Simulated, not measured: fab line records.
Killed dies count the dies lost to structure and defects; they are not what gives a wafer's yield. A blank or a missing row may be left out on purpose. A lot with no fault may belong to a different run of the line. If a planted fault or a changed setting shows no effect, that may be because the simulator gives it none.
Matching of chambers	flow gf180mcu	GF_V1_CMP_04 on cmp-01: 4 sister chambers
The step polishes SiO2. 14 wafers are shown with their chamber, then 6 later ones without.

## WAFERS PAIRED WITH THEIR CHAMBERS
wafer	chamber	motor current A (A)	time to endpoint s (s)	platen rpm (rpm)
L249.2	2	11.8	72	59.99
L249.3	1	13.1	80	59.93
L249.5	3	12.7	79	60.12
L251.2	0	12.7	68	60.05
L251.5	3	12.3	76	60.12
L251.6	2	11.3	82	60.04
L252.1	1	12.8	77	59.95
L252.2	0	11.6	74	60.01
L252.6	3	12.1	79	59.86
L257.1	1	13.0	81	60.04
L257.6	1	13.3	88	60.00
L266.1	0	12.8	79	59.96
L266.3	3	12.2	75	60.09
L266.4	1	12.2	84	60.05

SIGNATURES (averages over the wafers above)
reading	chamber 0	chamber 1	chamber 2	chamber 3	scatter within a chamber
motor current A	12.367	12.880	11.550	12.325	0.439
time to endpoint s	73.67	82.00	77.00	77.25	4.4
platen rpm	60.0067	59.9940	60.0150	60.0475	0.0801
Rule: a wafer lies at a distance from a chamber equal to the root of the sum of squares, over the readings, of (its reading less the chamber's mean, divided by the reading's scatter). If the next closest chamber is less than 2 further off than the closest, the wafer can't be placed; otherwise it belongs to the closest. The scatter is the square root of a quotient: the sum, over the shown wafers, of each reading's squared deviation from its chamber's mean, divided by wafers minus chambers.

## WAFERS WHOSE CHAMBER IS MISSING
wafer	motor current A (A)	time to endpoint s (s)	platen rpm (rpm)
L265.1	12.4	73	60.00
L265.5	12.8	80	59.89
L265.6	12.7	88	59.92
L267.1	11.4	72	59.94
L267.2	12.0	65	60.07
L267.4	12.2	71	60.12

## CHAMBER TAKEN BY EACH
wafer	from the rows above	in truth
L265.1	can't be placed: 0 or 3 or 2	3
L265.5	can't be placed: 1 or 0 or 3 or 2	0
L265.6	can't be placed: 1 or 3 or 0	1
L267.1	can't be placed: 2 or 0 or 3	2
L267.2	can't be placed: 0 or 3 or 2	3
L267.4	can't be placed: 0 or 3 or 2 or 1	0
Correct placement for 0 of the 6. Cannot be placed on the basis of these rows: 6; the candidates contain the true chamber in 6. Number placed wrongly: 0.
